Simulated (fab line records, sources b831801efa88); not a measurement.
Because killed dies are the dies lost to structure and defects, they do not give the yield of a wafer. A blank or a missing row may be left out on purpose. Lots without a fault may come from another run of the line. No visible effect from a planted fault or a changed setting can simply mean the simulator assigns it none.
Lot-split experiment	flow sfq-line	23 wafers read across 5 lots, on a route 325 steps long

== ABOUT THE SPLIT ==
At SFQ_TRILAYER_M6_BARC_OPEN_METAL_ETCH_206 (etches BARC in O2, target depth 125 nm, time 41.7 s), the setting time-s was moved away from the recipe's 41.7 s on 8 of the 23 wafers read, by -14.4% to +12.3%. The other wafers ran this setting at the recipe's value.

Reading taken at the split's own step.

== THE READING ==
oes-product-au, in a.u., at SFQ_TRILAYER_M6_BARC_OPEN_METAL_ETCH_206 (etches BARC in O2, target depth 125 nm, time 41.7 s). On this fab line, fault-free wafers typically give 0.685 a.u. with a standard deviation of 0.0043 a.u.

wafer	tool, chamber at the split	time-s as run, s	against the recipe	oes-product-au, a.u.	against lot-mates on the recipe
L076.2	rie-metal-03, 1	46.84	+12.3%	0.667	-0.020
L076.3	rie-metal-03, 1	46.84	+12.3%	0.676	-0.011
L076.4	rie-metal-03, 0	41.7	recipe	0.690	-
L076.5	rie-metal-03, 0	46.84	+12.3%	0.680	-0.007
L076.6	rie-metal-03, 1	41.7	recipe	0.684	-
L077.1	rie-metal-03, 0	41.7	recipe	0.693	-
L077.2	rie-metal-03, 1	38.87	-6.8%	0.712	+0.023
L077.3	rie-metal-03, 0	38.87	-6.8%	0.713	+0.024
L077.4	rie-metal-03, 1	38.87	-6.8%	0.708	+0.019
L077.6	rie-metal-03, 0	41.7	recipe	0.684	-
L079.2	rie-metal-02, 1	41.7	recipe	0.683	-
L079.4	rie-metal-02, 0	41.7	recipe	0.685	-
L079.6	rie-metal-02, 1	41.7	recipe	0.684	-
L082.1	rie-metal-03, 0	41.7	recipe	0.686	-
L082.3	rie-metal-03, 0	41.7	recipe	0.686	-
L082.4	rie-metal-03, 1	35.7	-14.4%	0.738	+0.052
L082.5	rie-metal-03, 1	41.7	recipe	0.685	-
L082.6	rie-metal-03, 0	35.7	-14.4%	0.743	+0.057
L084.1	rie-metal-02, 1	41.7	recipe	0.691	-
L084.2	rie-metal-02, 0	41.7	recipe	0.684	-
L084.3	rie-metal-02, 1	41.7	recipe	0.685	-
L084.4	rie-metal-02, 0	41.7	recipe	0.679	-
L084.5	rie-metal-02, 1	41.7	recipe	0.687	-

FIT RESULTS
A straight line over all 23 wafers: oes-product-au changes by -0.00243 a.u. for each +1% of time-s; r = -0.88; the points scatter about the line by 0.009 a.u.
The same after taking each lot's own level away (the mean of its wafers on the recipe; 23 wafers): -0.00243 a.u. for each +1%; r = -0.89; scatter 0.0085 a.u.
According to that fit, moving time-s by its largest amount changes the reading by 0.035 a.u.
From 0.6840 to 0.6885 a.u.: that is the span of the lots' own levels, equal to 1.0 times the standard deviation above.
The two slopes agree, so the slope changes little with the lot-to-lot level.
Check: +0.0358 a.u. against its lot-mates is what the line predicts for one of the wafers moved furthest among these (-14.4%) when that wafer is left out of the fit. It came out at +0.0523 a.u. against them.
Tool readings at the split's step, against how far the setting was moved: oes-product-au r = -0.88.

== THESE WAFERS: OTHER SPLITS ==
Note: prior to the reading, these wafers also went through further splits. Each is held against what the fit with the lots' levels taken away leaves over:
other split on the same wafers	wafers away from the commonest value	r with oes-product-au (lot level and that fit taken away)
SFQ_TRILAYER_C5_LITHO_EXPOSE_152 dose-mj	10	+0.10
SFQ_TRILAYER_M6_LITHO_COAT_159 spin-rpm	10	-0.24

== THE WHOLE CHAIN: every reading that the file lists as answering this split, in the file's order ==
step	what it does	reading	change (the file's fit)	r (the file's)
SFQ_TRILAYER_M6_BARC_OPEN_METAL_ETCH_206	etches BARC in O2, target depth 125 nm, time 41.7 s	oes-product-au	-0.0027 a.u. for each +1% of the setting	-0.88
SFQ_TRILAYER_M6_BARC_OPEN_METAL_ETCH_206	etches BARC in O2, target depth 125 nm, time 41.7 s	KrF_of_TRILAYER_M6_LITHO_COAT_159.thk-nm (the simulator's own value, which no gauge read)	-0.51 nm for each +1% of the setting, in a fit together with spin-rpm@TRILAYER_M6_LITHO_COAT_159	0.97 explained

== THE FILE'S OWN FIT ==
oes-product-au changes by -0.0027 a.u. for each +1% of time-s, r = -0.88.
